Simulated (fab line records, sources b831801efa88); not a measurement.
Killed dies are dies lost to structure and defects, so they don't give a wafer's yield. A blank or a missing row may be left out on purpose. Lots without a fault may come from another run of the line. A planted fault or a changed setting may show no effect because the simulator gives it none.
Problem report in the 8D (eight disciplines) form, filled by code | flow gf180mcu | the parts of the form that need people (team, actions taken, sign-off) are left out

1. THE PROBLEM
o2_flow_sccm at GF_M1_STRIP_17 reads a mean of 2403 sccm on 6 wafers of 2 lots; wafers without a fault read 3000 sccm with a standard deviation of 8.3. That is -72 standard deviations from the usual mean.
The step: strips in O2/N2.
First seen on wafer L209.2, day 19 13:25, on plasma_asher-03. The record holds 36 wafers of 12 lots with a number at this step. Rule for "out", or "out of limits": more than 4 standard deviations from the usual mean. The other wafers with a number count as sound.

2. WHAT IT IS AND WHAT IT IS NOT
question                    | is                     | is not
which readings at this step | o2_flow_sccm           | drypump_motor_current_A, heater_power_w, oes_product_au
which lots                  | L209, L212             | L204, L206, L208, L210, L218, L219, L221, L223, L224, L226
which wafers of those lots  | all that have a number | -
read on which tools         | plasma_asher-03        | plasma_asher-01, plasma_asher-04
when                        | from day 19 13:25      | up to then (9 sound wafers); but 21 sound wafers of L210, L218, L219, L221, L223, L224, L226 came after

3. SUSPECTS, AND WHAT RULES EACH OUT
Counting: a tool at a process step up to the reading stays a suspect if it ran every lot that is out and no sound lot after the first of them.
- pvd_sputter-02 at GF_CONTACT_SPUTTER_22 (material Ti, target thk 15 nm, time 80.02 s): ruled out as a lasting fault. Sound lots L210, L218, L224 ran on it after its first lot that is out, L209 (day 18 13:08).
- plasma_asher-03 at GF_M1_STRIP_17 (strips in O2/N2): ruled out as a lasting fault. Sound lots L223 ran on it after its first lot that is out, L209 (day 19 13:25).
Left after counting: nothing in the record.

4. THE CAUSE (what the simulator had put in)
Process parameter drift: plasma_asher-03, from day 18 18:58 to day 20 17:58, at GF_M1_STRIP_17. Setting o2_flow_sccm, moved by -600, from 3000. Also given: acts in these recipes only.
Counting ruled it out, wrongly.

5. THE CHAIN OF EFFECTS, in route order
Each row: a reading whose mean over the struck wafers that have a number lies more than 3 standard deviations from the usual. Only readings for which the record gives a usual standard deviation are gone through. hours: the time from each lot's start at the first step in this table that gives one to its start at this step, as a median over the lots. sigmas: the change in usual standard deviations.
hours | step           | reading      | usual     | on struck wafers | change | sigmas
0     | GF_M1_STRIP_17 | o2_flow_sccm | 3000 sccm | 2403             | -597   | -72
The process steps in it:
- GF_M1_STRIP_17: strips in O2/N2.

6. WHAT WOULD HAVE CAUGHT IT SOONER
In this record the first reading out of limits was taken at day 19 13:25, 18 hours after the fault began at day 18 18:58.
